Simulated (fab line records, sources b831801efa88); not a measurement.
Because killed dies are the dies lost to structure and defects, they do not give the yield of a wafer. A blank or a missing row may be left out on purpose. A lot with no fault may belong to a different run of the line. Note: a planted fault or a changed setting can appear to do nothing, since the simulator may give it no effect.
Problem report, 8D (eight disciplines) form, completed by code	flow gf180mcu	the parts of the form that need people (team, actions taken, sign-off) are left out

== 1. THE PROBLEM ==
M4_ALCU_RS at GF_M4_RS_MEAS_05 reads a mean of 0.0597 ohm/sq on 1 wafer of 1 lot; wafers without a fault read 0.0697 ohm/sq with a standard deviation of 0.00097. That is -10 standard deviations from the usual mean.
The step: measures by four-point-probe.
First observed at day 27 01:55: wafer L779.1, on film_metro-03. Wafers with a number at this step in the record: 32, from 11 lots. Rule for "out" (also "out of limits"): further than 4 standard deviations from the usual mean. The rest of the wafers with a number are treated as sound.

== 2. WHAT THIS IS AND IS NOT ==
question	is	is not
which readings at this step	M4_ALCU_RS	-
which lots	L779	L766, L767, L768, L769, L771, L773, L774, L783, L788, L789
which wafers of those lots	L779.1	L779.5
read on which gauges	film_metro-03	film_metro-02, film_metro-04
when	from day 27 01:55	up to then (22 sound wafers); but 9 sound wafers of L783, L788, L789 came after

== 3. SUSPECTS, AND WHAT RULES EACH OUT ==
Counting: if a tool at a process step up to the reading ran every lot that is out, it stays a suspect. Sound lots after the first of them don't rule it out here, since some wafers of a struck lot are sound.
- the gauge at GF_M4_RS_MEAS_05: kept. All the wafers that are out were read on film_metro-03, and no step on other tools shows them out.
- plasma_asher-02 at GF_V3_STRIP_18 (strips in O2/N2): kept. L779, the lot that is out, went through it at day 27 00:28; up to then, the latest sound lot through it was L773 at day 24 19:52.
- pvd_sputter-02 at GF_V3_SPUTTER_21 (material Ti, target thk 15 nm, time 80.02 s): kept. L779, the lot that is out, went through it at day 27 01:01; up to then, the latest sound lot through it was L768 at day 23 04:02.
- pvd_sputter-01 at GF_M4_SPUTTER_02 (material AlCu, target thk 450 nm, time 23.9 s): kept. L779, the lot that is out, went through it at day 27 01:50; up to then, the latest sound lot through it was L774 at day 25 01:40.
- Within plasma_asher-02 at GF_V3_STRIP_18, the wafers that are out were processed in chamber 0 and their sound lot-mates in chamber 1.
Left after counting: plasma_asher-02 at GF_V3_STRIP_18, pvd_sputter-02 at GF_V3_SPUTTER_21, pvd_sputter-01 at GF_M4_SPUTTER_02, film_metro-03 at GF_M4_RS_MEAS_05.

== 4. THE CAUSE (what the simulator had put in) ==
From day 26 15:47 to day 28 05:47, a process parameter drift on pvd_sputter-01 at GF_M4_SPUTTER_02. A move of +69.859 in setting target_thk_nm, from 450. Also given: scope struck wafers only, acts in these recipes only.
After counting, 4 suspects remain, this tool included.

== 5. THE CHAIN OF EFFECTS, in route order ==
Rows list readings where the struck wafers' mean (over those with a number) sits beyond 3 standard deviations from the usual. Only readings for which the record gives a usual standard deviation are gone through. hours: the time from each lot's start at the first step in this table that gives one to its start at this step, as a median over the lots. sigmas: the change in usual standard deviations.
hours	step	reading	usual	on struck wafers	change	sigmas
0	GF_M4_RS_MEAS_05	M4_ALCU_RS	0.0697 ohm/sq	0.0597	-0.0100	-10
3	GF_M4_THK_MEAS_06	M4_ALCU_THK	446 nm	522	+76	+11
Later steps that measure or inspect, where all struck wafers having a row at the step show a number for every such reading and not one has moved that far: GF_V4_THK_MEAS_03.

== 6. HOW IT WOULD HAVE BEEN CAUGHT EARLIER ==
Counted from the fault's start at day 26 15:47, it took 10 hours until the first out-of-limits reading at a measuring or inspecting step in this record, taken at day 27 01:55.
Of the tool readings at GF_M4_SPUTTER_02 for which the record gives a usual standard deviation, none was out on any struck wafer, so an alarm limit of 4 standard deviations on them would not have fired.
By day 27 01:55, every lot that is out (1) had started GF_M4_SPUTTER_02 on pvd_sputter-01. Had the tool been put on hold then, not one of them would have been saved.
